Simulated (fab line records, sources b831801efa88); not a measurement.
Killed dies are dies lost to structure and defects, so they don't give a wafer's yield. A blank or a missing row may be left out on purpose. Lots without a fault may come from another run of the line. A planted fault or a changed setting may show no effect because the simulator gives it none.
Which tool did it? | flow sky130 | 12 lots, 36 wafers sampled, at 3 steps of a route of 708

WHAT THE GAUGES READ, wafer by wafer
SKY_VT_ADJUST_HVTP_TW_MEAS_11.
lot  | measured     | on            | VT_ADJUST_HVTP_TW
L318 | day 6 03:17  | film_metro-02 | 1349 1347 1347
L321 | day 6 20:11  | film_metro-03 | 1376 1378 1376
L322 | day 7 04:27  | film_metro-02 | 1343 1349 1345
L323 | day 7 07:36  | film_metro-02 | 1355 1349 1364
L324 | day 7 13:55  | film_metro-04 | 1368 1374 1370
L328 | day 8 16:11  | film_metro-02 | 1357 1346 1343
L331 | day 9 17:01  | film_metro-03 | 1373 1373 1378
L334 | day 10 06:47 | film_metro-03 | 1380 1379 1382
L335 | day 10 13:59 | film_metro-04 | 1352 1343 1357
L338 | day 11 11:17 | film_metro-02 | 1349 1346 1352
L339 | day 11 20:46 | film_metro-04 | 1347 1347 1352
L341 | day 12 13:49 | film_metro-03 | 1376 1379 1375

WHICH TOOL RAN EACH LOT (tool, then ch and the chambers of the sampled wafers, then the start)
lot  | SKY_FIELD_ISO_ETCH_14             | SKY_VT_ADJUST_HVTP_STRIP_10
L318 | rie_diel-01 ch 2,3, day 2 05:16   | plasma_asher-01 ch 0,1, day 6 03:11
L321 | rie_diel-03 ch 0,3, day 2 20:58   | plasma_asher-01 ch 0,1, day 6 20:05
L322 | rie_diel-03 ch 1,2,3, day 3 02:54 | plasma_asher-04 ch 0,1, day 7 04:20
L323 | rie_diel-01 ch 1,2, day 3 06:43   | plasma_asher-03 ch 0,1, day 7 07:29
L324 | rie_diel-03 ch 0,1,2, day 3 11:52 | plasma_asher-01 ch 0,1, day 7 13:49
L328 | rie_diel-03 ch 2,3, day 4 08:00   | plasma_asher-04 ch 0,1, day 8 16:05
L331 | rie_diel-03 ch 0,1, day 4 23:28   | plasma_asher-04 ch 0,1, day 9 16:55
L334 | rie_diel-03 ch 0,2,3, day 5 15:21 | plasma_asher-04 ch 0,1, day 10 06:41
L335 | rie_diel-03 ch 1,3, day 5 20:37   | plasma_asher-01 ch 0,1, day 10 13:53
L338 | rie_diel-01 ch 1,2,3, day 6 16:03 | plasma_asher-01 ch 0,1, day 11 11:11
L339 | rie_diel-01 ch 0,3, day 7 00:19   | plasma_asher-01 ch 0,1, day 11 20:40
L341 | rie_diel-01 ch 0,1,3, day 7 06:28 | plasma_asher-03 ch 0,1, day 12 13:43
- SKY_FIELD_ISO_ETCH_14: etches BARC in N2/H2, stops on SiO2, time 45.9 s, target depth 60 nm.
- SKY_VT_ADJUST_HVTP_STRIP_10: strips in O2/N2.

WHAT THE TOOLS THEMSELVES READ (means of the sampled wafers that have a number; where no wafer has one, the mark that the record gives instead)
SKY_FIELD_ISO_ETCH_14.
lot  | tool        | drypump_motor_current_A (A) | oes_product_au (a.u.) | run_length_s (s) | throttle_valve_pct (%)
L318 | rie_diel-01 | 5.4                         | 0.857                 | 74.3             | 13.228
L321 | rie_diel-03 | 5.2                         | 0.856                 | 74.4             | 13.231
L322 | rie_diel-03 | 5.4                         | 0.856                 | 74.5             | 13.214
L323 | rie_diel-01 | 5.9                         | 0.859                 | 74.2             | 13.234
L324 | rie_diel-03 | 5.9                         | 0.857                 | 74.1             | 13.231
L328 | rie_diel-03 | 5.1                         | 0.862                 | 74.5             | 13.234
L331 | rie_diel-03 | 6.0                         | 0.857                 | 74.2             | 13.221
L334 | rie_diel-03 | 5.6                         | 0.917                 | 71.0             | 13.224
L335 | rie_diel-03 | 5.5                         | 0.919                 | 71.0             | 13.224
L338 | rie_diel-01 | 5.7                         | 0.857                 | 74.3             | 13.226
L339 | rie_diel-01 | 5.5                         | 0.851                 | 74.5             | 13.217
L341 | rie_diel-01 | 5.7                         | 0.851                 | 74.2             | 13.219

SKY_VT_ADJUST_HVTP_STRIP_10.
lot  | tool            | drypump_motor_current_A (A) | oes_product_au (a.u.) | strip_time_to_endpoint_s (s)
L318 | plasma_asher-01 | 5.2                         | 0.714                 | 14.27
L321 | plasma_asher-01 | 5.3                         | 0.714                 | 14.17
L322 | plasma_asher-04 | 5.2                         | 0.718                 | 14.16
L323 | plasma_asher-03 | 6.1                         | 0.715                 | 14.14
L324 | plasma_asher-01 | 5.3                         | 0.711                 | 14.17
L328 | plasma_asher-04 | 5.2                         | 0.719                 | 14.22
L331 | plasma_asher-04 | 5.2                         | 0.710                 | 14.17
L334 | plasma_asher-04 | 5.2                         | 0.718                 | 14.18
L335 | plasma_asher-01 | 5.3                         | 0.710                 | 14.28
L338 | plasma_asher-01 | 5.3                         | 0.715                 | 14.21
L339 | plasma_asher-01 | 5.3                         | 0.717                 | 14.19
L341 | plasma_asher-03 | 6.1                         | 0.714                 | 14.10

THE ANSWER, worked out from the rows above alone
Rule: what is usual is taken from the lots themselves. Put in order of their means at a reading, lots are off if they are a third of the lots or fewer, leave a main group of 4 or more, and stand apart from it by a gap of 3 or more times the standard deviation of the main group's means; of several such gaps the widest counts. A main group whose means are all the same, to the digits that the tables above print for the reading, isn't used. A lot without any number at a reading at which 4 lots or more have one is off too. The other lots that the step has rows for count as sound. The gauges are gone through in route order, then the tools' own readings, and for those a lot's mean is taken as printed above. The first step at which some lot is off is used, and at that step the reading that is off furthest; a lot without a number counts as furthest.
Off: L334, L335, at SKY_FIELD_ISO_ETCH_14 (run_length_s). The main group: mean 74.3 s, standard deviation 0.14.
A tool fits if, at that step or a process step before it, it ran every lot that is off, and no sound lot after the first of them. One fits: rie_diel-03 at SKY_FIELD_ISO_ETCH_14. Its last sound lot is L331 (day 4 23:28), its first lot that is off L334 (day 5 15:21): a fault that began between those two fits.
The tool's own readings at SKY_FIELD_ISO_ETCH_14 bear it out: on the lots that are off they differ by more than 5 times the standard deviation of the sound lots' means. oes_product_au reads 0.918 a.u. there against 0.856 a.u. on the sound lots; run_length_s reads 71.0 s there against 74.3 s on the sound lots.

WHAT THE SIMULATOR HAD PUT IN
Process parameter drift: rie_diel-03, from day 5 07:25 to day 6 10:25, at SKY_FIELD_ISO_ETCH_14. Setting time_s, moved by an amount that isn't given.
Lots struck among those shown: L334, L335. The rule above found the same.
